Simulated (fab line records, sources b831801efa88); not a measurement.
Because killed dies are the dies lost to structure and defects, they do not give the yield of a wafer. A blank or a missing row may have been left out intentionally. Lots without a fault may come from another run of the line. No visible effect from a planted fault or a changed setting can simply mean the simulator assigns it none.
A lot that was struck, set against a sound lot    flow gf180mcu    14 out of 602 route steps
Sound: these wafers, L940.3, L940.5, L940.6. Wafers struck: L935.1, L935.3, L935.4. Last of all comes the cause.
Per side, at each step with rows, come the tool, then ch with its chambers, and then its first start. Under that, the readings that differ: sound wafers    struck wafers    difference of the means    sigmas: that difference in standard deviations of wafers without a fault.
alike: readings with means less than 2 such deviations apart, plus words and numbers identical on both sides. not compared: withheld readings, readings lacking a value on some wafer, bounds such as >300 that could conceal the same value, and numbers that have no deviation in the record and whose values overlap.
A row with sigmas, a row that says differs or no value, or rows on one side alone: a step with any of these is where the two part. When numbers do not overlap yet have no deviation, they are printed without sigmas and do not part them. A reading missing from all wafers of one side parts the sides only when that side holds two or more wafers.

first, 2 steps without rows for these wafers: GF_M5_CLEAN_13 (cleans in DIW); GF_V5_CVD_00 (deposits SiO2, target thk 300 nm, time 50 s).
GF_V5_THK_MEAS_01:
  sound on film-metro-01, day 30 13:56; struck on film-metro-01, day 29 03:41
  alike: V5_CVD_00_THK
GF_V5_CVD_02: deposits SiO2 from TEOS, target thk 1450 nm, time 163.28 s.
  sound on pecvd-02 ch 0,1,2, day 30 13:59; struck on pecvd-01 ch 0,2, day 29 03:44
  alike: heater-power-w
GF_V5_THK_MEAS_03:
  sound on film-metro-02, day 30 14:07; struck on film-metro-01, day 29 03:51
  alike: V5_CVD_02_THK
GF_V5_CMP_04: polishes SiO2.
  sound on cmp-01 ch 0,3, day 30 14:09; struck on cmp-01 ch 0,1,3, day 29 03:58
  alike: edge-zone-pressure-frac, motor-current-A
GF_V5_BOW_MEAS_05:
  sound on film-metro-01, day 30 14:29; struck on film-metro-02, day 29 04:13
  alike: V5_BOW
then, 5 steps without rows for these wafers: GF_V5_DEHYDRATE_06 (time 60 s); GF_V5_HMDS_07 (prime time 60 s); GF_V5_COAT_08; GF_V5_COAT_09 (resist thk 1000 nm); GF_V5_SOFTBAKE_10 (time 60 s).
GF_V5_EXPOSE_11: exposes mask Via5, target cd 260 nm.
  struck on krf-scanner-01, day 29 13:47; sound on krf-scanner-01 ch 0, day 30 23:47
  no value came back on the struck wafers for exposure-dose-mJ-cm2, focus-offset-nm (nm); on the sound wafers exposure-dose-mJ-cm2 reads 37.92 37.97 37.91
  alike: mask
then, 1 step without rows for these wafers: GF_V5_PEB_12 (peb time 90 s).

== WHERE THEY PART ==
Only at GF_V5_EXPOSE_11, within this record.

WHY: whatever the simulator had introduced
Skipped step whole: krf-scanner-01, from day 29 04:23 on, at GF_V5_EXPOSE_11. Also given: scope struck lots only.
